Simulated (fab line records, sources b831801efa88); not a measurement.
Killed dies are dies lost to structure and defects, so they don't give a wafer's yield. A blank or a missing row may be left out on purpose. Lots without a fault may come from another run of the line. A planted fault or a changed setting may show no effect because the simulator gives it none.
fab line records | flow sky130
record lots=6 wafers=18 last_day=50
route steps=708 shown CONTACT@424 METAL1@434 PAD_OPEN@708
lots that met no fault: from a run of the same line without faults
start_h: hours from the record's first day to the start of the lot's first wafer shown | wait_h: hours since the lot's step before | " the same as in the row above | L1.1+2: a row that stands for several wafers | - no value, or no start given | * or withheld: withheld | < > ~ a bound
route shown NAME@n: a module of which the file shows steps, and the number in the route of the first | usual: mean/standard deviation of fault-free wafers | same: alike in all rows | chamber/n: place in a boat | sites: the reading at each site | _std_site: their standard deviation | _edge_site: outer sites' mean less inner sites' | radius_mm: how far each site lies from the wafer's centre | mask NAME#n: copy n | behind: the tool/chamber that last shaped the wafer | hold: why the lot was held/for how many hours/how that ended | device: the transistor (n, p or np) that didn't switch | end of line: the same wafers' tests at the end of the route | a step without rows: its recipe alone | killed: dies lost to structure and defects at the first sort, not the wafer's yield | map: a wafer's dies, x killed, . not, _ none there
set.NAME: the setting as run; set.NAME@STEP: as run at that earlier step | model.NAME: the simulator's own value behind a step, which no gauge read
lots at some steps of the route; a table a step, a row a wafer
services: from which hour (start_h, from the record's first day; less than 0 if before it) a tool's chamber was out of use, for how many hours, and why
## steps
# step SKY_CONTACT_ETCH_18
# recipe target=Si3N4 chemistry=CHF3/O2 stop_on=TiN source_w=600 bias_w=200 pressure_mtorr=40 chf3_flow_sccm=50 O2_flow_sccm=5 time_s=39 target_depth_a=750
# step SKY_CONTACT_STRIP_19
# recipe chemistry=O2/N2 power_w=1400 pressure_mtorr=1500 platen_temp_c=withheld o2_flow_sccm=3000 n2_flow_sccm=300 overash_fraction=0.5
# usual drypump_motor_current_A=5.8/0.38 oes_product_au=0.381/0.0047 strip_time_to_endpoint_s=3.613/0.023
# columns lot.wafer tool chamber start_h wait_h drypump_motor_current_A oes_product_au rf_hours_counter_h strip_time_to_endpoint_s
L558.2 plasma_asher-03 1 744.05 - 6.0 0.377 0 3.612
L558.3 " 1 " " 6.0 0.387 - 3.640
L558.4 " 0 " " 6.0 0.377 - 3.604
L563.1 plasma_asher-03 1 797.68 - 6.0 0.381 6 3.591
L563.3 " 1 " " 6.0 0.376 - 3.596
L563.4 " 0 " " 6.0 0.375 - 3.591
L564.1 plasma_asher-02 0 802.45 - 5.2 0.381 37 3.598
L564.3 " 0 " " 5.2 0.386 - 3.633
L564.6 " 1 " " 5.5 0.381 - 3.621
L574.1 plasma_asher-02 0 881.43 - 5.2 0.378 43 3.595
L574.4 " 0 " " 5.2 0.382 - 3.613
L574.6 " 0 " " 5.2 0.380 - 3.595
L576.4 plasma_asher-04 1 885.32 - 5.2 0.370 - 3.602
L576.5 " 0 " " 6.3 0.378 - 3.632
L576.6 " 1 " " 5.2 0.377 - 3.591
L577.1 plasma_asher-04 1 897.34 - 5.2 0.377 107 3.581
L577.4 " 0 " " 6.3 0.385 - 3.591
L577.5 " 1 " " 5.2 0.386 - 3.583
# step SKY_CONTACT_STRIP_20
# recipe chemistry=post_etch_residue_remover time_s=1200 temp_c=72.5
# step SKY_CONTACT_CLEAN_21
# recipe chemistry=IPA time_s=180 temp_c=25
# step SKY_CONTACT_CLEAN_22
# recipe chemistry=O3/DIW dry=n2_spin
# step SKY_CONTACT_SPUTTER_23
# recipe material=TiN target_thk_nm=20 chamber_pressure_pa=5 power_w=4000 time_s=80
# usual throttle_valve_pct=30.2/1.4
# columns lot.wafer tool chamber start_h wait_h throttle_valve_pct
L558.2 pvd_sputter-03 - 744.64 0.0 30.6
L558.3 " - " " 29.1
L558.4 " - " " 29.2
L563.1 pvd_sputter-04 - 798.28 0.0 32.9
L563.3 " - " " 30.1
L563.4 " - " " 28.6
L564.1 pvd_sputter-01 - 803.07 0.0 29.3
L564.3 " - " " 31.0
L564.6 " - " " 28.8
L574.1 pvd_sputter-01 - 882.02 0.0 29.0
L574.4 " - " " 28.5
L574.6 " - " " 31.1
L576.4 pvd_sputter-04 - 885.88 0.0 29.9
L576.5 " - " " 28.5
L576.6 " - " " 30.8
L577.1 pvd_sputter-04 - 897.97 0.0 33.1
L577.4 " - " " 29.8
L577.5 " - " " 30.7
# step SKY_CONTACT_CVD_24
# recipe material=W target_thk_nm=340 time_s=102.12 temp_c=400 pressure_torr=40
# step SKY_CONTACT_RS_MEAS_25
# recipe thk_meas_gauge=four-point-probe reads=W_of_CONTACT_CVD_24+TiN_of_CONTACT_SPUTTER_23
# usual CONTACT_W_RS=0.337/0.0047
# columns lot.wafer tool chamber start_h wait_h CONTACT_W_RS[ohm/sq]
L558.2 film_metro-02 - 744.83 0.1 0.342
L558.3 " - " " 0.331
L558.4 " - " " 0.339
L563.1 film_metro-04 - 798.45 0.1 0.335
L563.3 " - " " 0.340
L563.4 " - " " 0.332
L564.1 film_metro-02 - 803.24 0.1 0.344
L564.3 " - " " 0.342
L564.6 " - " " 0.341
L574.1 film_metro-02 - 882.19 0.1 0.330
L574.4 " - " " 0.332
L574.6 " - " " 0.343
L576.4 film_metro-04 - 886.11 0.1 0.340
L576.5 " - " " 0.336
L576.6 " - " " 0.336
L577.1 film_metro-02 - 898.14 0.1 0.336
L577.4 " - " " 0.332
L577.5 " - " " 0.336
# step SKY_CONTACT_THK_MEAS_26
# recipe thk_meas_gauge=xrf reads=W_of_CONTACT_CVD_24
# usual CONTACT_W_THK=352/6.7
# columns lot.wafer tool chamber start_h wait_h CONTACT_W_THK[nm]
L558.2 film_metro-02 - 744.94 0.1 338
L558.3 " - " " 349
L558.4 " - " " 340
L563.1 film_metro-04 - 798.57 0.1 356
L563.3 " - " " 351
L563.4 " - " " 360
L564.1 film_metro-02 - 803.36 0.1 337
L564.3 " - " " 338
L564.6 " - " " 341
L574.1 film_metro-02 - 882.31 0.1 357
L574.4 " - " " 354
L574.6 " - " " 341
L576.4 film_metro-04 - 886.20 0.1 349
L576.5 " - " " 353
L576.6 " - " " 353
L577.1 film_metro-02 - 898.26 0.1 353
L577.4 " - " " 357
L577.5 " - " " 354
# step SKY_CONTACT_CMP_27
# recipe stop_on=SiO2 t_overpolish_s=15 down_force_psi=3.5 platen_rpm=60 target_thk_nm=0 pad_velocity_m_s=0.94248
# usual motor_current_A=11.3/1.1 overpolish_run_s=15.000/0.0095 time_to_endpoint_s=82/3.4
# columns lot.wafer tool chamber start_h wait_h motor_current_A overpolish_run_s time_to_endpoint_s
L558.2 cmp-01 0 745.04 0.1 9.9 15.013 83
L558.4 " 1 " " 11.3 14.999 81
L558.3 " 2 " " 10.3 14.996 82
L563.3 cmp-01 2 798.63 0.0 10.1 15.005 86
L563.4 " 0 " " 10.7 15.001 87
L563.1 " 1 " " 11.0 14.994 85
L564.1 cmp-01 0 803.47 0.1 10.1 14.992 82
L564.3 " 2 " " 10.6 14.995 83
L564.6 " 3 " " 13.2 15.008 77
L574.1 cmp-01 2 882.37 0.1 10.2 14.992 78
L574.4 " 0 " " 10.1 14.984 81
L574.6 " 3 " " 13.1 14.993 74
L576.4 cmp-01 0 886.30 0.1 11.1 15.004 84
L576.6 " 3 " " 12.5 15.002 80
L576.5 " 0 " " 10.8 15.000 85
L577.4 cmp-01 2 898.32 0.0 10.3 14.997 91
L577.1 " 3 " " 13.5 14.991 80
L577.5 " 3 " " 12.9 15.000 83
# step SKY_METAL1_SPUTTER_00
# recipe material=Ti target_thk_nm=15 power_w=3000 time_s=10 chamber_pressure_pa=0.4
# step SKY_METAL1_SPUTTER_01
# recipe material=TiN target_thk_nm=20 power_w=6500 time_s=16.7 chamber_pressure_pa=0.4
# usual throttle_valve_pct=30.0/1
# columns lot.wafer tool chamber start_h wait_h throttle_valve_pct
L558.2 pvd_sputter-01 - 745.32 0.0 30.6
L558.3 " - " " 28.9
L558.4 " - " " 29.0
L563.1 pvd_sputter-03 - 798.95 0.0 29.6
L563.3 " - " " 30.3
L563.4 " - " " 31.8
L564.1 pvd_sputter-03 - 803.75 0.0 29.2
L564.3 " - " " 30.9
L564.6 " - " " 32.1
L574.1 pvd_sputter-03 - 882.70 0.0 31.9
L574.4 " - " " 30.4
L574.6 " - " " 29.5
L576.4 pvd_sputter-02 - 886.59 0.0 28.9
L576.5 " - " " 30.5
L576.6 " - " " 30.6
L577.1 pvd_sputter-02 - 898.64 0.0 30.3
L577.4 " - " " 30.1
L577.5 " - " " 30.3
# step SKY_METAL1_SPUTTER_02
# recipe material=AlCu target_thk_nm=250 power_w=10600 time_s=13.3 chamber_pressure_pa=0.4
# usual throttle_valve_pct=30.0/1
# columns lot.wafer tool chamber start_h wait_h throttle_valve_pct model.AlCu_of_METAL1_SPUTTER_02.thk_nm
L558.2 pvd_sputter-01 - 745.34 0.0 31.2 247.3
L558.3 " - " " 28.6 246
L558.4 " - " " 29.4 245.6
L563.1 pvd_sputter-03 - 798.98 0.0 29.6 250.4
L563.3 " - " " 30.5 253.5
L563.4 " - " " 31.6 347.8
L564.1 pvd_sputter-03 - 803.77 0.0 29.1 250.6
L564.3 " - " " 30.8 253.4
L564.6 " - " " 32.1 347.1
L574.1 pvd_sputter-03 - 882.72 0.0 32.1 252.7
L574.4 " - " " 30.5 253.5
L574.6 " - " " 29.2 253.2
L576.4 pvd_sputter-02 - 886.61 0.0 28.6 249
L576.5 " - " " 30.3 249.6
L576.6 " - " " 30.7 248.9
L577.1 pvd_sputter-02 - 898.67 0.0 30.6 250.8
L577.4 " - " " 30.3 250.6
L577.5 " - " " 30.3 251.8
# step SKY_METAL1_SPUTTER_03
# recipe material=Ti target_thk_nm=5 power_w=3000 time_s=3.3 chamber_pressure_pa=0.4
# step SKY_METAL1_SPUTTER_04
# recipe material=TiN target_thk_nm=70 power_w=6500 time_s=58.3 chamber_pressure_pa=0.4
# usual throttle_valve_pct=30.0/1.1
# columns lot.wafer tool chamber start_h wait_h throttle_valve_pct
L558.2 pvd_sputter-01 - 745.38 0.0 31.0
L558.3 " - " " 28.9
L558.4 " - " " 29.2
L563.1 pvd_sputter-03 - 799.02 0.0 28.9
L563.3 " - " " 30.7
L563.4 " - " " 32.0
L564.1 pvd_sputter-03 - 803.81 0.0 29.3
L564.3 " - " " 30.9
L564.6 " - " " 32.2
L574.1 pvd_sputter-03 - 882.76 0.0 31.8
L574.4 " - " " 30.5
L574.6 " - " " 29.6
L576.4 pvd_sputter-02 - 886.67 0.0 28.9
L576.5 " - " " 30.3
L576.6 " - " " 30.9
L577.1 pvd_sputter-02 - 898.71 0.0 30.5
L577.4 " - " " 30.2
L577.5 " - " " 30.2
# step SKY_METAL1_RS_MEAS_05
# recipe thk_meas_gauge=four-point-probe reads=TiN_of_METAL1_SPUTTER_04+Ti_of_METAL1_SPUTTER_03+AlCu_of_METAL1_SPUTTER_02+TiN_of_METAL1_SPUTTER_01+Ti_of_METAL1_SPUTTER_00
# usual METAL1_ALCU_RS=0.1263/0.0015
# columns lot.wafer tool chamber start_h wait_h hold METAL1_ALCU_RS[ohm/sq]
L558.2 film_metro-03 - 745.45 0.0 - 0.1282
L558.3 " - " " - 0.1288
L558.4 " - " " - 0.1292
L563.1 film_metro-03 - 799.07 0.0 await_dispo/0.2h/release 0.1266
L563.3 " - " " await_dispo/0.2h/release 0.1251
L563.4 " - " " await_dispo/0.2h/release 0.0905
L563.1 film_metro-03 - 799.35 0.3 - 0.1267
L563.3 " - " " - 0.1249
L563.4 " - " " - 0.0905
L564.1 film_metro-02 - 803.86 0.0 await_dispo/0.2h/release 0.1263
L564.3 " - " " await_dispo/0.2h/release 0.1246
L564.6 " - " " await_dispo/0.2h/release 0.0907
L564.1 film_metro-02 - 804.15 0.3 - 0.1262
L564.3 " - " " - 0.1247
L564.6 " - " " - 0.0905
L574.1 film_metro-02 - 882.86 0.1 - 0.1251
L574.4 " - " " - 0.1249
L574.6 " - " " - 0.1251
L576.4 film_metro-01 - 886.75 0.1 - 0.1273
L576.5 " - " " - 0.1269
L576.6 " - " " - 0.1274
L577.1 film_metro-03 - 898.76 0.0 - 0.1263
L577.4 " - " " - 0.1267
L577.5 " - " " - 0.1261
# step SKY_METAL1_THK_MEAS_06
# recipe thk_meas_gauge=xrf reads=AlCu_of_METAL1_SPUTTER_02
# usual METAL1_ALCU_THK=248/3.2
# columns lot.wafer tool chamber start_h wait_h hold METAL1_ALCU_THK[nm]
L558.2 film_metro-03 - 745.56 0.1 - 245
L558.3 " - " " - 244
L558.4 " - " " - 245
L563.1 film_metro-03 - 800.61 1.2 await_dispo/0.2h/release 249
L563.3 " - " " await_dispo/0.2h/release 252
L563.4 " - " " await_dispo/0.2h/release 344
L563.1 film_metro-03 - 800.84 0.2 - 247
L563.3 " - " " - 252
L563.4 " - " " - 344
L564.1 film_metro-02 - 807.21 3.0 await_dispo/0.2h/release 248
L564.3 " - " " await_dispo/0.2h/release 249
L564.6 " - " " await_dispo/0.2h/release 343
L564.1 film_metro-02 - 807.44 0.2 - 245
L564.3 " - " " - 249
L564.6 " - " " - 341
L574.1 film_metro-02 - 882.98 0.1 - 248
L574.4 " - " " - 249
L574.6 " - " " - 249
L576.4 film_metro-01 - 886.84 0.1 - 247
L576.5 " - " " - 247
L576.6 " - " " - 250
L577.1 film_metro-03 - 898.88 0.1 - 249
L577.4 " - " " - 247
L577.5 " - " " - 247
# step SKY_METAL1_HMDS_08
# recipe prime_time_s=60 prime_temp_c=120
# step SKY_METAL1_COAT_09
# recipe resist=BARC temp_c=withheld time_s=withheld spin_rpm=3000 resist_thk_nm=60
# step SKY_METAL1_COAT_10
# recipe resist=KrF-thick spin_rpm=3000 resist_thk_nm=450
# step SKY_METAL1_SOFTBAKE_11
# recipe temp_c=100 time_s=90 resist=KrF-thick
# step SKY_METAL1_EXPOSE_12
# recipe mask_id=MM1 na=0.8 source_shape=annular sigma_inner=0.55 sigma_outer=0.85 target_cd_nm=140 dose_mj=28
# step SKY_METAL1_PEB_13
# recipe peb_temp_c=withheld peb_time_s=withheld resist=KrF-thick
# step SKY_METAL1_DEVELOP_14
# recipe develop_time_s=60 resist=KrF-thick dev_temp_c=21
# step SKY_METAL1_CD_MEAS_15
# recipe target_cd_nm=140
# usual cd_nm=140.1/1.3
# columns lot.wafer tool chamber start_h wait_h cd_nm
L558.2 cd_sem-01 - 772.51 - 138.6
L558.3 " - " " 139.2
L558.4 " - " " 139.5
L563.1 cd_sem-02 - 826.39 - 140.6
L563.3 " - " " 140.7
L563.4 " - " " 140.4
L564.1 cd_sem-01 - 830.96 - 139.0
L564.3 " - " " 140.6
L564.6 " - " " 140.5
L574.1 cd_sem-02 - 909.34 - 140.6
L574.4 " - " " 140.3
L574.6 " - " " 141.0
L576.4 cd_sem-02 - 913.27 - 140.5
L576.5 " - " " 141.1
L576.6 " - " " 141.1
L577.1 cd_sem-01 - 923.34 - 140.1
L577.4 " - " " 141.4
L577.5 " - " " 142.0
# step SKY_METAL1_OVL_MEAS_16
# usual METAL1_OVL=0/6
# columns lot.wafer tool chamber start_h wait_h METAL1_OVL[nm]
L558.2 overlay-02 - 772.62 0.1 5
L558.3 " - " " 0
L558.4 " - " " -2
L563.1 overlay-01 - 826.51 0.1 1
L563.3 " - " " 5
L563.4 " - " " 3
L564.1 overlay-01 - 831.08 0.1 -2
L564.3 " - " " -1
L564.6 " - " " 4
L574.1 overlay-02 - 909.46 0.1 -7
L574.4 " - " " -3
L574.6 " - " " -6
L576.4 overlay-01 - 913.35 0.1 -1
L576.5 " - " " 5
L576.6 " - " " 2
L577.1 overlay-01 - 923.46 0.1 6
L577.4 " - " " 4
L577.5 " - " " 6
# step SKY_METAL1_DESCUM_17
# recipe chemistry=O2 source_power_w=150 bias_power_w=0 pressure_mtorr=10 temp_c=40 time_s=8
# step SKY_METAL1_ETCH_18
# recipe chemistry=N2/H2 target=BARC ion_energy_ev=200 bias_w=100 pressure_mtorr=30 n2_flow_sccm=100 h2_flow_sccm=200 icp_w=500 stop_on=SiO2 time_s=45.9 target_depth_a=600
# step SKY_METAL1_METAL_ETCH_19
# recipe target_depth_a=3600 stop_on=SiO2 over_etch_frac=0.3 time_s=78 chemistry=Cl2/BCl3 resist_sidewall_deg=88 pressure_mtorr=10 icp_w=900 bias_w=48.5 Cl2_flow_sccm=60 bcl3_flow_sccm=30
# usual drypump_motor_current_A=5.7/0.53 oes_product_au=0.855/0.0058 throttle_valve_pct=22.264/0.0092
# same over_etch_frac=0.3
# columns lot.wafer tool chamber start_h wait_h drypump_motor_current_A oes_product_au rf_hours_counter_h throttle_valve_pct
L558.2 rie_metal-02 0 772.74 0.0 6.6 0.848 15 22.260
L558.3 " 1 " " 5.4 0.851 - 22.250
L558.4 " 0 " " 6.6 0.858 - 22.261
L563.1 rie_metal-04 0 826.64 0.0 6.0 0.854 12 22.257
L563.3 " 1 " " 6.0 0.855 - 22.257
L563.4 " 0 " " 6.0 0.938 - 22.285
L564.1 rie_metal-03 0 831.21 0.0 5.6 0.859 3 22.274
L564.3 " 0 " " 5.6 0.859 - 22.252
L564.6 " 1 " " 4.7 0.937 - 22.271
L574.1 rie_metal-02 1 909.59 0.0 5.5 0.858 17 22.255
L574.4 " 1 " " 5.5 0.845 - 22.266
L574.6 " 1 " " 5.5 0.851 - 22.269
L576.4 rie_metal-02 0 913.49 0.1 6.6 0.857 - 22.257
L576.5 " 1 " " 5.5 0.849 - 22.277
L576.6 " 0 " " 6.6 0.843 - 22.244
L577.1 rie_metal-04 1 923.59 0.0 5.9 0.859 10 22.267
L577.4 " 1 " " 5.9 0.860 - 22.252
L577.5 " 1 " " 6.0 0.855 - 22.270
# step SKY_METAL1_STRIP_20
# recipe chemistry=O2/N2 power_w=1400 pressure_mtorr=1500 platen_temp_c=withheld o2_flow_sccm=3000 n2_flow_sccm=300 overash_fraction=0.5
# step SKY_PAD_OPEN_PROBE_99
# usual defect_limited_yield=82.5/1.9 killed_at_M0_to_M3=44/6.4 killed_at_M4_up=3.4/2.1 killed_at_contacts=23/5 killed_at_front_end=15/4.5 killed_at_other=0.3/0.54 killed_dies=86/9.5 killed_open=48/6.9 killed_short=38/5.9 sort_bin_3_pad_short=0.8/0.44 sort_bin_5_function=10.5/1.6 sort_bin_6_memory=6.1/1.1 sort_n_pass=406/9.5 sort_yield_pct=82.5/1.9
# same gross_dies=492 killed_at_back_side=0 sort_bin_4_leakage[%]=0 sort_bin_8_speed[%]=0
# columns lot.wafer tool chamber start_h wait_h defect_limited_yield[%] killed_at_M0_to_M3 killed_at_M4_up killed_at_contacts killed_at_front_end killed_at_other killed_dies killed_open killed_short sort_bin_3_pad_short[%] sort_bin_5_function[%] sort_bin_6_memory[%] sort_n_pass sort_yield_pct[%] model.etest.met1.line_ohm_um model.etest.met1.rs_ohm_sq
L558.2 prober-01 - 1083.86 0.1 83.1 54 2 15 11 1 83 45 38 1.2 10.6 5.1 409 83.1 0.9467 0.1301
L558.3 prober-01 - 1083.91 0.2 82.5 46 2 22 16 0 86 43 43 1.0 10.0 6.5 406 82.5 0.9344 0.13
L558.4 prober-01 - 1083.96 0.2 83.3 45 2 18 15 2 82 42 39 1.0 9.1 6.5 410 83.3 0.9424 0.1318
L563.1 prober-01 - 1122.15 0.1 82.9 42 1 24 17 0 84 47 37 0.8 9.1 7.1 408 82.9 0.9196 0.1277
L563.3 prober-01 - 1122.25 0.2 84.3 39 4 19 15 0 77 43 34 0.4 10.4 4.9 415 84.3 0.9106 0.127
L563.4 prober-01 - 1122.30 0.2 84.8 35 2 18 20 0 75 42 33 1.0 8.3 5.9 417 84.8 0.6448 0.09158
L564.1 prober-02 - 1126.73 0.1 83.5 38 0 29 14 0 81 44 37 0.6 8.7 7.1 411 83.5 0.939 0.1285
L564.3 prober-02 - 1126.83 0.2 81.3 47 2 34 8 1 92 63 29 0.4 11.2 7.1 400 81.3 0.9289 0.1263
L564.6 prober-02 - 1126.98 0.2 83.7 39 4 26 11 0 80 42 38 0.4 11.0 4.9 412 83.7 0.6399 0.09087
L574.1 prober-02 - 1178.83 0.1 83.5 43 6 21 11 0 81 43 38 1.0 11.2 4.3 411 83.5 0.8988 0.1273
L574.4 prober-02 - 1178.98 0.2 86.8 28 1 22 14 0 65 39 26 1.2 7.5 4.5 427 86.8 0.9382 0.1273
L574.6 prober-02 - 1179.08 0.2 86.6 35 4 20 7 0 66 36 30 0.4 7.3 5.7 426 86.6 0.9 0.1267
L576.5 prober-02 - 1184.70 0.2 80.7 49 1 25 20 0 95 54 41 0.8 12.0 6.5 397 80.7 0.8936 0.1284
L577.5 prober-01 - 1190.25 0.2 83.7 33 1 27 19 0 80 45 35 0.6 12.4 3.3 412 83.7 0.9048 0.1266
# killed by level:class
L558.2 VIA2:geometric_particle:open=9 VIA3:geometric_particle:open=8 VIA1:geometric_particle:open=7 METAL2:geometric_particle:short=7 METAL1:geometric_particle:short=6 LI_CONTACT:geometric_particle:short=5 VIA1:geometric_particle:short=5 CONTACT:geometric_particle:open=4
L558.3 VIA3:geometric_particle:open=11 LI_CONTACT:geometric_particle:short=7 VIA1:geometric_particle:open=7 METAL2:geometric_particle:short=6 VIA2:geometric_particle:open=6 FIELD_ISO:geometric_particle:short=5 POLY_GATE:geometric_particle:open=5 VIA1:geometric_particle:short=5
L558.4 VIA1:geometric_particle:open=10 LI_CONTACT:geometric_particle:open=9 VIA3:geometric_particle:open=7 VIA1:geometric_particle:short=6 METAL2:geometric_particle:short=5 LOCAL_INTERCONNECT:geometric_particle:short=5 METAL1:geometric_particle:short=5 FIELD_ISO:geometric_particle:short=4
L563.1 VIA1:geometric_particle:open=13 LI_CONTACT:geometric_particle:open=10 METAL2:geometric_particle:short=7 CONTACT:geometric_particle:open=5 VIA2:geometric_particle:open=5 POLY_GATE:geometric_particle:open=4 FIELD_ISO:geometric_particle:short=3 POLY_GATE:geometric_particle:short=3
L563.3 VIA1:geometric_particle:open=12 LI_CONTACT:geometric_particle:open=10 VIA1:geometric_particle:short=8 VIA3:geometric_particle:open=5 POLY_GATE:geometric_particle:short=4 CONTACT:geometric_particle:open=4 FIELD_ISO:geometric_particle:short=3 VIA2:geometric_particle:open=3
L563.4 VIA1:geometric_particle:open=9 CONTACT:geometric_particle:open=7 VIA2:geometric_particle:open=6 METAL3:geometric_particle:short=6 CONTACT:geometric_particle:short=5 POLY_GATE:geometric_particle:open=5 VIA2:geometric_particle:short=5 VIA3:geometric_particle:open=4
L564.1 VIA1:geometric_particle:open=10 CONTACT:geometric_particle:open=9 FIELD_ISO:geometric_particle:short=7 LI_CONTACT:geometric_particle:open=7 VIA2:geometric_particle:open=7 CONTACT:geometric_particle:short=6 METAL1:geometric_particle:short=6 LOCAL_INTERCONNECT:geometric_particle:short=4
L564.3 CONTACT:geometric_particle:open=16 VIA1:geometric_particle:open=14 VIA3:geometric_particle:open=10 LI_CONTACT:geometric_particle:open=7 CONTACT:geometric_particle:short=7 VIA2:geometric_particle:open=6 METAL1:geometric_particle:short=5 VIA3:geometric_particle:short=3
L564.6 LI_CONTACT:geometric_particle:open=10 VIA1:geometric_particle:open=9 VIA3:geometric_particle:open=7 POLY_GATE:geometric_particle:short=6 CONTACT:geometric_particle:open=6 VIA2:geometric_particle:open=6 LI_CONTACT:geometric_particle:short=5 VIA2:geometric_particle:short=5
L574.1 VIA3:geometric_particle:open=8 VIA1:geometric_particle:open=7 LI_CONTACT:geometric_particle:open=6 VIA3:geometric_particle:short=6 CONTACT:geometric_particle:open=5 CONTACT:geometric_particle:short=5 METAL1:geometric_particle:short=5 METAL2:geometric_particle:short=5
L574.4 LI_CONTACT:geometric_particle:open=9 VIA1:geometric_particle:open=8 CONTACT:geometric_particle:open=7 FIELD_ISO:geometric_particle:short=6 METAL1:geometric_particle:short=4 VIA3:geometric_particle:open=4 POLY_GATE:geometric_particle:open=3 LI_CONTACT:geometric_particle:short=3
L574.6 VIA2:geometric_particle:open=7 CONTACT:geometric_particle:open=6 VIA3:geometric_particle:open=6 METAL2:geometric_particle:short=5 LI_CONTACT:geometric_particle:short=4 LI_CONTACT:geometric_particle:open=4 VIA1:geometric_particle:open=4 VIA3:geometric_particle:short=4
L576.5 VIA3:geometric_particle:open=12 LI_CONTACT:geometric_particle:open=9 CONTACT:geometric_particle:open=9 VIA1:geometric_particle:short=6 VIA1:geometric_particle:open=6 METAL2:geometric_particle:short=5 FIELD_ISO:geometric_particle:open=4 FIELD_ISO:geometric_particle:short=4
L577.5 CONTACT:geometric_particle:open=10 LOCAL_INTERCONNECT:geometric_particle:short=8 VIA1:geometric_particle:open=8 VIA2:geometric_particle:open=8 FIELD_ISO:geometric_particle:short=6 VIA3:geometric_particle:open=5 CONTACT:geometric_particle:short=5 VIA1:geometric_particle:short=4
## services
# columns tool chamber start_h hours kind
cmp-01 - 731.43 3.2 pm
plasma_asher-03 - 733.75 9.0 pm
cmp-01 - 737.75 0.8 repair
pvd_sputter-03 - 752.22 4.7 repair
plasma_asher-02 - 753.23 4.1 repair
pvd_sputter-04 - 763.78 5.0 repair
pvd_sputter-03 - 768.96 12.4 repair
rie_metal-03 - 777.81 0.6 repair
rie_metal-02 - 789.98 0.7 repair
cmp-01 - 803.08 0.3 repair
pvd_sputter-01 - 803.96 12.1 repair
rie_metal-02 0 805.95 20.4 repair
pvd_sputter-01 - 810.40 4.9 repair
cmp-01 - 812.12 0.4 repair
plasma_asher-02 - 817.29 14.6 pm
pvd_sputter-02 - 824.34 1.9 repair
plasma_asher-04 - 849.05 2.3 repair
pvd_sputter-03 - 852.95 9.3 repair
plasma_asher-04 - 861.03 1.9 repair
pvd_sputter-02 - 878.24 2.6 repair
pvd_sputter-02 - 878.65 4.5 repair
rie_metal-02 0 883.75 9.9 repair
pvd_sputter-01 - 901.17 3.3 repair
cmp-01 - 912.26 4.0 pm
## key
first_sign step=SKY_METAL1_RS_MEAS_05 reading=visit direction=added
effect step=SKY_METAL1_RS_MEAS_05 reading=METAL1_ALCU_RS direction=down sigmas=23 usual=0.1263 struck=0.0906
effect step=SKY_METAL1_THK_MEAS_06 reading=visit direction=added
effect step=SKY_METAL1_THK_MEAS_06 reading=METAL1_ALCU_THK direction=up sigmas=30 usual=248 struck=344
effect step=SKY_METAL1_METAL_ETCH_19 reading=oes_product_au direction=up sigmas=14 usual=0.855 struck=0.937
model_effect step=SKY_METAL1_SPUTTER_02 value=AlCu_of_METAL1_SPUTTER_02.thk_nm without=254.6 struck=347.4
model_effect step=SKY_PAD_OPEN_PROBE_99 value=etest.met1.line_ohm_um without=0.8842 struck=0.6423
met_at SKY_METAL1_SPUTTER_02
struck_wafers L563.4,L564.6
fault kind=process_parameter_drift tool=pvd_sputter-03 chamber=- onset_h=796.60 steps=SKY_METAL1_SPUTTER_02 channel=target_thk_nm offset=92.833 shape=step end_h=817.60 acts_in=these_recipes_only stated=250 scope=struck_wafers_only
